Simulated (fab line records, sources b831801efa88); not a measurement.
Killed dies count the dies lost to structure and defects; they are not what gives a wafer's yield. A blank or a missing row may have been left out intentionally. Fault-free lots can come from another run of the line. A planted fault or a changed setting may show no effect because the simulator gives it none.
What tool caused it? -- flow sfqLine -- at 1 step of a route of 325, 13 lots with 39 wafers sampled

## WHAT EACH GAUGE READ, for each wafer
Not one reading of a measure or inspect step in the record can be checked against a usual standard deviation.

## TOOL THAT RAN EACH LOT (tool first, then ch and the chambers of the sampled wafers, then the start)
lot,SFQ_TRILAYER_I4_CMP_CMP_100
L632,"cmp-02 ch 1,2,3, day 36 19:00"
L633,"cmp-02 ch 1,2, day 37 03:30"
L634,"cmp-02 ch 0,1,2, day 37 07:00"
L637,"cmp-01 ch 0,1,2, day 44 20:29"
L638,"cmp-01 ch 0,1,3, day 45 06:47"
L639,"cmp-01 ch 0,3, day 46 01:19"
L640,"cmp-01 ch 0,1,2, day 46 10:20"
L642,"cmp-01 ch 1,2,3, day 47 16:20"
L643,"cmp-02 ch 1,2,3, day 48 06:05"
L644,"cmp-02 ch 1,2,3, day 48 08:05"
L645,"cmp-02 ch 0,1,3, day 48 20:05"
L648,"cmp-02 ch 2,3, day 49 20:07"
L652,"cmp-01 ch 1,3, day 51 14:00"
- SFQ_TRILAYER_I4_CMP_CMP_100: polishes SiO2.

## WHAT THE TOOLS THEMSELVES READ (means of the sampled wafers that have a number; where no wafer has one, the mark that the record gives instead)
SFQ_TRILAYER_I4_CMP_CMP_100. Usual: headPressurePsi 3.001 psi, standard deviation 0.0071; motorCurrentA 10.2 A, standard deviation 0.79; timeToEndpointS 217 s, standard deviation 6.8.
lot,tool,headPressurePsi (psi),motorCurrentA (A),timeToEndpointS (s),flag
L632,cmp-02,3.001,10.2,215,
L633,cmp-02,3.006,9.3,215,
L634,cmp-02,3.002,9.5,219,
L637,cmp-01,3.005,10.1,224,
L638,cmp-01,2.996,10.2,217,
L639,cmp-01,3.001,10.1,217,
L640,cmp-01,2.995,10.2,221,
L642,cmp-01,2.999,10.6,218,
L643,cmp-02,3.007,10.0,222,
L644,cmp-02,2.992,10.3,219,
L645,cmp-02,3.003,10.5,218,
L648,cmp-02,2.913,10.4,222,OFF
L652,cmp-01,3.001,10.8,216,

## THE ANSWER, worked out from the rows above alone
Rule: a lot is off if the mean of its wafers that have a number lies more than 3 standard deviations from the usual mean. Also off: a lot with no number at a reading for which 4 or more lots have one. Any other lot the step has rows for is counted as sound. Order of review: gauges by route order, followed by the tools' own readings, for which a lot's mean as printed above is used. The first step at which some lot is off is used, and at that step the reading that is off furthest; a lot without a number counts as furthest.
Off at SFQ_TRILAYER_I4_CMP_CMP_100 (headPressurePsi): L648.
If a tool, at that step or one of the process steps before it, ran each lot that is off and ran no sound lot following the first of them, it fits. One candidate fits, namely cmp-02 at SFQ_TRILAYER_I4_CMP_CMP_100. Its last sound lot is L645 (day 48 20:05), its first lot that is off L648 (day 49 20:07): a fault that began between those two fits.
The tool's own readings at SFQ_TRILAYER_I4_CMP_CMP_100 bear it out: on the lots that are off they differ by more than 5 times the standard deviation of the sound lots' means. headPressurePsi reads 2.913 psi there against 3.001 psi on the sound lots.

## WHAT THE SIMULATOR HAD INSERTED
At SFQ_TRILAYER_I4_CMP_CMP_100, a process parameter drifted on cmp-02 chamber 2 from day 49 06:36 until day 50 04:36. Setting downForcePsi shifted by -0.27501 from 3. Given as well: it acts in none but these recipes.
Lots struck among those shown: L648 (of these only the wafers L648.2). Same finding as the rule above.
